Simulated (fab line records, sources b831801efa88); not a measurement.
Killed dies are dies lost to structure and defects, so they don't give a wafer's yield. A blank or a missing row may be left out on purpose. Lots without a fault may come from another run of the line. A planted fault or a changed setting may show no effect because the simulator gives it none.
Problem report in the 8D (eight disciplines) form, filled by code | flow gf180mcu | the parts of the form that need people (team, actions taken, sign-off) are left out

1. THE PROBLEM
cathode_dc_power_W at GF_M3_SPUTTER_01 reads a mean of 5795.8 W on 6 wafers of 2 lots; wafers without a fault read 6500.0 W with a standard deviation of 1.2. That is -99 or more standard deviations from the usual mean.
The step: material TiN, target thk 30 nm, time 25 s.
First seen on wafer L622.1, day 22 20:23, on pvd_sputter-04. The record holds 18 wafers of 6 lots with a number at this step. Rule for "out", or "out of limits": more than 4 standard deviations from the usual mean. The other wafers with a number count as sound.

2. WHAT IT IS AND WHAT IT IS NOT
question                    | is                     | is not
which readings at this step | cathode_dc_power_W     | throttle_valve_pct
which lots                  | L622, L623             | L626, L635, L636, L638
which wafers of those lots  | all that have a number | -
read on which tools         | pvd_sputter-04         | pvd_sputter-01, pvd_sputter-03
when                        | from day 22 20:23      | up to then (0 sound wafers); but 12 sound wafers of L626, L635, L636, L638 came after

3. SUSPECTS, AND WHAT RULES EACH OUT
Counting: a tool at a process step up to the reading stays a suspect if it ran every lot that is out and no sound lot after the first of them.
- cvd_w-02 at GF_V2_CVD_23 (deposits W, target thk 350 nm, time 104.94 s): ruled out as a lasting fault. Sound lots L636, L638 ran on it after its first lot that is out, L622 (day 22 19:42).
- pvd_sputter-04 at GF_M3_SPUTTER_00 (material Ti, target thk 37.5 nm, time 150 s): ruled out as a lasting fault. Sound lots L636 ran on it after its first lot that is out, L622 (day 22 20:17).
- pvd_sputter-04 at GF_M3_SPUTTER_01 (material TiN, target thk 30 nm, time 25 s): ruled out as a lasting fault. Sound lots L636 ran on it after its first lot that is out, L622 (day 22 20:23).
Left after counting: nothing in the record.

4. THE CAUSE (what the simulator had put in)
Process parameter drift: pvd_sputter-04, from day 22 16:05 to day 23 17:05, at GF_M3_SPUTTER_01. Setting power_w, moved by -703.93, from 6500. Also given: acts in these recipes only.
Counting ruled it out, wrongly.

5. THE CHAIN OF EFFECTS, in route order
Each row: a reading whose mean over the struck wafers that have a number lies more than 3 standard deviations from the usual. Only readings for which the record gives a usual standard deviation are gone through. hours: the time from each lot's start at the first step in this table that gives one to its start at this step, as a median over the lots. sigmas: the change in usual standard deviations.
hours | step             | reading            | usual    | on struck wafers | change | sigmas
0     | GF_M3_SPUTTER_01 | cathode_dc_power_W | 6500.0 W | 5795.8           | -704.2 | -99 or more
The process steps in it:
- GF_M3_SPUTTER_01: material TiN, target thk 30 nm, time 25 s.

6. WHAT WOULD HAVE CAUGHT IT SOONER
In this record the first reading out of limits was taken at day 22 20:23, 4 hours after the fault began at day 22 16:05.
